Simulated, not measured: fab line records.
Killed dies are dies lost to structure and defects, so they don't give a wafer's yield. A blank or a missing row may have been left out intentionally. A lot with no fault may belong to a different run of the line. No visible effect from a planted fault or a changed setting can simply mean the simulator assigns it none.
Shared-tool check -- flow gf180mcu -- Lots sampled 14, wafers sampled 42

THE REASON FOR OPENING IT
At GF_HV_LDD_THK_MEAS_55 the reading HV_LDD_CVD_54_THK is flagged on 2 of 14 lots. Fault-free wafers read 9.98 nm, with a standard deviation of 0.098.
Rule: a lot gets a flag if all its wafers with a number sit over 4 standard deviations from that mean, or if no wafer of it has a number. The rest of the lots are taken to be sound.

lot,measured,on,"HV_LDD_CVD_54_THK (nm), wafer by wafer",flag
L721,day 12 09:20,filmMetro-02,10.02 10.08 10.18,
L726,day 14 03:08,filmMetro-01,9.84 9.98 9.71,
L727,day 14 08:30,filmMetro-01,9.91 10.06 10.05,
L729,day 15 03:35,filmMetro-02,9.99 10.09 10.04,
L730,day 15 09:52,filmMetro-01,9.89 9.90 9.87,
L731,day 15 19:57,filmMetro-04,10.18 10.15 10.19,
L732,day 16 05:09,filmMetro-02,9.85 10.00 9.94,
L733,day 16 10:53,filmMetro-01,10.14 10.05 10.00,
L734,day 16 16:26,filmMetro-01,9.89 9.91 9.92,
L735,day 17 03:38,filmMetro-04,9.98 9.91 9.88,
L739,day 18 18:17,filmMetro-01,17.13 17.05 17.05,FLAGGED
L742,day 19 12:37,filmMetro-02,17.27 17.34 17.22,FLAGGED
L743,day 19 18:56,filmMetro-01,10.03 10.03 9.97,
L744,day 20 04:19,filmMetro-01,9.94 9.99 9.85,
The mean of the flagged lots' numbers is 17.18 nm, +7.20 nm from the usual (+73 standard deviations).

WHICH TOOL EACH LOT WENT THROUGH
The record holds 2 process steps before the reading, out of a route of 602 steps. Each cell gives the tool, then ch followed by the chambers the sampled wafers passed through, then the start.
lot,flag,GF_POLY_GATE_ETCH_12,GF_HV_LDD_CVD_54
L721,,"rieDiel-02 ch 0,3, day 9 04:28","lpcvd-01 ch 0, day 12 08:19"
L726,,"rieDiel-03 ch 0,1, day 10 17:04","lpcvd-02 ch 0, day 14 02:06"
L727,,"rieDiel-04 ch 0,2,3, day 10 21:38","lpcvd-02 ch 0, day 14 07:28"
L729,,"rieDiel-02 ch 0,2,3, day 11 14:19","lpcvd-01 ch 0, day 15 02:34"
L730,,"rieDiel-03 ch 0,2,3, day 11 20:19","lpcvd-02 ch 1, day 15 08:50"
L731,,"rieDiel-04 ch 0,1,3, day 12 04:51","lpcvd-02 ch 1, day 15 18:23"
L732,,"rieDiel-03 ch 1,2, day 12 11:55","lpcvd-01 ch 1, day 16 03:36"
L733,,"rieDiel-04 ch 1,2,3, day 12 15:07","lpcvd-01 ch 0, day 16 09:21"
L734,,"rieDiel-02 ch 0,1,2, day 12 23:10","lpcvd-01 ch 0, day 16 15:25"
L735,,"rieDiel-02 ch 1,2, day 13 09:22","lpcvd-02 ch 0, day 17 02:36"
L739,FLAGGED,"rieDiel-02 ch 0,2, day 14 18:31","lpcvd-02 ch 1, day 18 17:15"
L742,FLAGGED,"rieDiel-04 ch 1,2,3, day 15 11:16","lpcvd-02 ch 1, day 19 11:35"
L743,,"rieDiel-02 ch 0,1,3, day 15 16:54","lpcvd-01 ch 0, day 19 17:54"
L744,,"rieDiel-04 ch 1,2, day 16 01:07","lpcvd-01 ch 1, day 20 03:18"
What is done by these steps:
- GF_POLY_GATE_ETCH_12: etches BARC in N2/H2.
- GF_HV_LDD_CVD_54: deposits SiO2 from TEOS, target thk 10 nm, time 75 s.
- GF_HV_LDD_THK_MEAS_55

FLAGGED AGAINST TOTAL, ONE TOOL AT A TIME (gauges that did the reading follow at the end)
step,tool,lots run,flagged,share of the flagged lots,sound lots run after its first flagged lot
GF_POLY_GATE_ETCH_12,rieDiel-02,6,1,some,1 (L743)
GF_POLY_GATE_ETCH_12,rieDiel-03,3,0,none,-
GF_POLY_GATE_ETCH_12,rieDiel-04,5,1,some,1 (L744)
GF_HV_LDD_CVD_54,lpcvd-01,7,0,none,-
GF_HV_LDD_CVD_54,lpcvd-02,7,2,all,0
GF_HV_LDD_THK_MEAS_55,filmMetro-01,8,1,some,"2 (L743,L744)"
GF_HV_LDD_THK_MEAS_55,filmMetro-02,4,1,some,0
GF_HV_LDD_THK_MEAS_55,filmMetro-04,2,0,none,-

THE TABLE: WHAT IT ALLOWS
Rows of the table that ran each flagged lot: 1, that is lpcvd-02 at GF_HV_LDD_CVD_54.
- lpcvd-02 at GF_HV_LDD_CVD_54 ran 7 lots, 2 of them flagged. It ran its last sound lot, L735, at day 17 02:36 and its first flagged lot, L739, at day 18 17:15: a fault with its onset between the two fits.
Just one tool remains: lpcvd-02 at GF_HV_LDD_CVD_54.

WHAT THE SIMULATOR PUT IN
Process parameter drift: lpcvd-02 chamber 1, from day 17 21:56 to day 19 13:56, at GF_HV_LDD_CVD_54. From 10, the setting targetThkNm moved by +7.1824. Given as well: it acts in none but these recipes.
Shown lots that were struck: L739, L742. The rule given above showed the same thing.
